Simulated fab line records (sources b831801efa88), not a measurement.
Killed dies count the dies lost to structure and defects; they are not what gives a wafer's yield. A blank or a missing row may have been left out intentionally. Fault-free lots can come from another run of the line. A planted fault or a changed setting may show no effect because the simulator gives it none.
What tool caused it? -- flow sky130 -- Sampling: 24 lots, 72 wafers, 5 of 708 route steps

== WHAT THE GAUGES READ, wafer by wafer ==
SKY_FIELD_ISO_BOW_MEAS_00.
lot,measured,on,INCOMING_BOW (um)
L074,day 1 10:00,film-metro-01,4 6 -4
L075,day 1 15:01,film-metro-03,0 4 0
L076,day 1 20:00,film-metro-04,-8 4 -2
L077,day 2 01:00,film-metro-01,3 0 5
L078,day 2 06:00,film-metro-03,0 -4 6
L079,day 2 11:01,film-metro-04,-4 6 -5
L080,day 2 16:00,film-metro-03,14 1 5
L081,day 2 21:01,film-metro-01,-11 2 6
L082,day 3 02:01,film-metro-03,0 2 10
L083,day 3 07:00,film-metro-03,-2 -10 -8
L084,day 3 12:00,film-metro-04,-8 4 4
L085,day 3 17:02,film-metro-01,-13 -8 -10
L086,day 3 22:00,film-metro-01,-2 -6 3
L087,day 4 03:00,film-metro-01,-1 -16 4
L088,day 4 08:04,film-metro-03,13 8 -7
L089,day 4 13:01,film-metro-03,-2 16 -10
L090,day 4 18:01,film-metro-04,-8 -13 1
L091,day 4 23:02,film-metro-03,-6 2 0
L092,day 5 04:00,film-metro-04,4 -6 -2
L093,day 5 09:02,film-metro-03,-6 -6 3
L094,day 5 14:00,film-metro-04,2 -3 3
L095,day 5 19:00,film-metro-03,-1 6 3
L096,day 6 00:01,film-metro-04,-7 11 9
L097,day 6 05:01,film-metro-03,-6 0 11

SKY_DNWELL_TW_MEAS_09.
lot,measured,on,DNWELL_TW
L074,day 3 03:27,film-metro-04,1092 1096 1093
L075,day 3 12:53,film-metro-04,1091 1093 1099
L076,day 3 16:23,film-metro-04,1102 1101 1104
L077,day 3 20:08,film-metro-04,1097 1094 1093
L078,day 4 01:25,film-metro-02,1122 1127 1122
L079,day 4 08:32,film-metro-01,1102 1100 1102
L080,day 4 15:56,film-metro-01,1101 1102 1104
L081,day 4 17:07,film-metro-02,1120 1120 1119
L082,day 5 00:01,film-metro-01,1115 1112 1111
L083,day 5 04:11,film-metro-01,1100 1104 1103
L084,day 5 10:09,film-metro-01,1107 1106 1107
L085,day 5 14:19,film-metro-02,1105 1117 1110
L086,day 5 21:13,film-metro-02,1122 1119 1122
L087,day 6 01:26,film-metro-02,1114 1122 1124
L088,day 6 07:13,film-metro-02,1121 1125 1123
L089,day 6 13:22,film-metro-01,1097 1095 1102
L090,day 6 18:14,film-metro-01,1105 1102 1106
L091,day 7 04:53,film-metro-02,1104 1112 1110
L092,day 7 10:38,film-metro-04,1093 1092 1091
L093,day 7 18:09,film-metro-01,1107 1110 1101
L094,day 7 23:47,film-metro-01,1101 1098 1101
L095,day 7 23:57,film-metro-04,1080 1084 1080
L096,day 8 04:14,film-metro-02,1121 1123 1117
L097,day 8 13:23,film-metro-04,1100 1102 1098

SKY_CONTACT_OVL_MEAS_15.
lot,measured,on,CONTACT_OVL (nm)
L074,day 31 10:55,overlay-02,-11 -12 -5
L075,day 31 19:25,overlay-01,-6 -4 0
L076,day 32 11:41,overlay-02,-1 -4 -4
L077,day 32 15:37,overlay-02,1 -9 3
L078,day 33 08:57,overlay-02,-2 -10 -6
L079,day 33 10:39,overlay-02,-1 2 -4
L080,day 33 17:46,overlay-01,-5 -9 -5
L081,day 33 20:09,overlay-02,0 2 2
L082,day 34 03:48,overlay-02,-2 -10 -1
L083,day 34 09:22,overlay-01,0 -9 -10
L084,day 34 14:06,overlay-01,-6 -2 3
L085,day 35 01:54,overlay-01,-5 -3 -2
L086,day 35 07:13,overlay-02,3 2 -1
L087,day 35 13:02,overlay-02,-7 -4 0
L088,day 35 23:26,overlay-01,1 -12 -7
L089,day 36 04:55,overlay-02,-1 0 -1
L090,day 37 04:01,overlay-01,0 8 1
L091,day 37 18:51,overlay-02,2 -4 5
L092,day 37 16:37,overlay-01,5 4 1
L093,day 38 00:54,overlay-01,-2 -10 -4
L094,day 37 21:59,overlay-01,1 2 -7
L095,day 38 04:32,overlay-01,-8 -9 -3
L096,day 38 09:11,overlay-02,3 0 6
L097,day 38 19:58,overlay-01,1 -2 -4

SKY_CONTACT_RS_MEAS_25: measurement is done with a four-point probe.
lot,measured,on,CONTACT_W_RS (ohm/sq)
L074,day 31 11:54,film-metro-03,0.343 0.335 0.335
L075,day 31 20:23,film-metro-01,0.338 0.337 0.337
L076,day 32 12:37,film-metro-01,0.331 0.327 0.332
L077,day 32 16:33,film-metro-04,0.337 0.337 0.341
L078,day 33 09:53,film-metro-04,0.346 0.338 0.348
L079,day 33 11:38,film-metro-01,0.338 0.338 0.338
L080,day 33 18:43,film-metro-03,0.330 0.328 0.333
L081,day 33 21:07,film-metro-04,0.337 0.339 0.341
L082,day 34 04:45,film-metro-03,0.337 0.338 0.343
L083,day 34 10:18,film-metro-01,0.333 0.339 0.345
L084,day 34 15:05,film-metro-04,0.343 0.339 0.337
L085,day 35 02:52,film-metro-01,0.347 0.334 0.334
L086,day 35 08:09,film-metro-04,0.344 0.345 0.345
L087,day 35 13:58,film-metro-03,0.340 0.346 0.340
L088,day 36 00:33,film-metro-04,0.339 0.336 0.337
L089,day 36 05:53,film-metro-01,0.330 0.336 0.335
L090,day 37 04:58,film-metro-01,0.337 0.334 0.340
L091,day 37 19:49,film-metro-03,0.338 0.337 0.335
L092,day 37 17:34,film-metro-03,0.329 0.333 0.329
L093,day 38 01:52,film-metro-01,0.344 0.342 0.339
L094,day 37 22:57,film-metro-03,0.338 0.343 0.336
L095,day 38 05:29,film-metro-01,0.338 0.349 0.347
L096,day 38 10:10,film-metro-04,0.341 0.341 0.346
L097,day 38 20:56,film-metro-01,0.334 0.333 0.333

== WHAT TOOL EACH LOT RAN ON (gives the tool, then ch and the chambers of the sampled wafers, and finally the start) ==
lot,SKY_CONTACT_ETCH_17
L074,"rie-diel-02 ch 0,1,3, day 31 10:59"
L075,"rie-diel-01 ch 1,2,3, day 31 19:29"
L076,"rie-diel-01 ch 0,1,2, day 32 11:46"
L077,"rie-diel-03 ch 1,2,3, day 32 15:42"
L078,"rie-diel-02 ch 0,1,3, day 33 09:02"
L079,"rie-diel-02 ch 0,1,3, day 33 10:44"
L080,"rie-diel-01 ch 0,1, day 33 17:50"
L081,"rie-diel-01 ch 0,1,3, day 33 20:14"
L082,"rie-diel-02 ch 2,3, day 34 03:53"
L083,"rie-diel-03 ch 0,1,3, day 34 09:26"
L084,"rie-diel-03 ch 0,1,2, day 34 14:11"
L085,"rie-diel-01 ch 0,1, day 35 01:58"
L086,"rie-diel-02 ch 1,2,3, day 35 07:17"
L087,"rie-diel-03 ch 1,2,3, day 35 13:07"
L088,"rie-diel-03 ch 0,1,2, day 35 23:29"
L089,"rie-diel-03 ch 0,2,3, day 36 04:59"
L090,"rie-diel-01 ch 1,2,3, day 37 04:05"
L091,"rie-diel-01 ch 1,2, day 37 18:55"
L092,"rie-diel-03 ch 1,2,3, day 37 16:41"
L093,"rie-diel-01 ch 0,3, day 38 00:58"
L094,"rie-diel-03 ch 1,2,3, day 37 22:04"
L095,"rie-diel-02 ch 1,2,3, day 38 04:37"
L096,"rie-diel-03 ch 0,3, day 38 09:16"
L097,"rie-diel-02 ch 0,1,2, day 38 20:02"
- SKY_CONTACT_ETCH_17: etches SiO2 in C4F8/O2/Ar, stops on Si3N4, target depth 340 nm.

== AS READ BY THE TOOLS THEMSELVES (means over the sampled wafers that have a number; for cases with no such wafer, the mark the record gives instead) ==
SKY_CONTACT_ETCH_17.
lot,tool,oes-product-au (a.u.)
L074,rie-diel-02,0.896
L075,rie-diel-01,0.895
L076,rie-diel-01,0.891
L077,rie-diel-03,0.891
L078,rie-diel-02,0.885
L079,rie-diel-02,0.891
L080,rie-diel-01,0.891
L081,rie-diel-01,0.894
L082,rie-diel-02,0.892
L083,rie-diel-03,0.892
L084,rie-diel-03,0.889
L085,rie-diel-01,0.890
L086,rie-diel-02,0.890
L087,rie-diel-03,0.894
L088,rie-diel-03,0.888
L089,rie-diel-03,0.887
L090,rie-diel-01,0.894
L091,rie-diel-01,0.894
L092,rie-diel-03,0.890
L093,rie-diel-01,0.891
L094,rie-diel-03,0.888
L095,rie-diel-02,0.894
L096,rie-diel-03,0.890
L097,rie-diel-02,0.887

== THE ANSWER, worked out from the rows above alone ==
Rule: the lots themselves supply what counts as usual. The widest of any qualifying gaps counts: lots, ordered by their means at a reading, are off when they make up no more than a third of the lots, leave a main group of 4 or more, and stand apart from it by 3 or more times the standard deviation of that group's means. The tables above print the reading to a certain number of digits; a main group whose means all agree to those digits is not used. Also off: a lot with no number at a reading for which 4 or more lots have one. Where the step has rows for the other lots, those lots are counted as sound. The gauges are gone through in route order, then the tools' own readings, and for those a lot's mean is taken as printed above. The first step at which some lot is off is used, and at that step the reading that is off furthest; a lot without a number counts as furthest.
Nothing can be told from this: no lot is off at any reading shown.

== WHAT HAD BEEN PUT IN BY THE SIMULATOR ==
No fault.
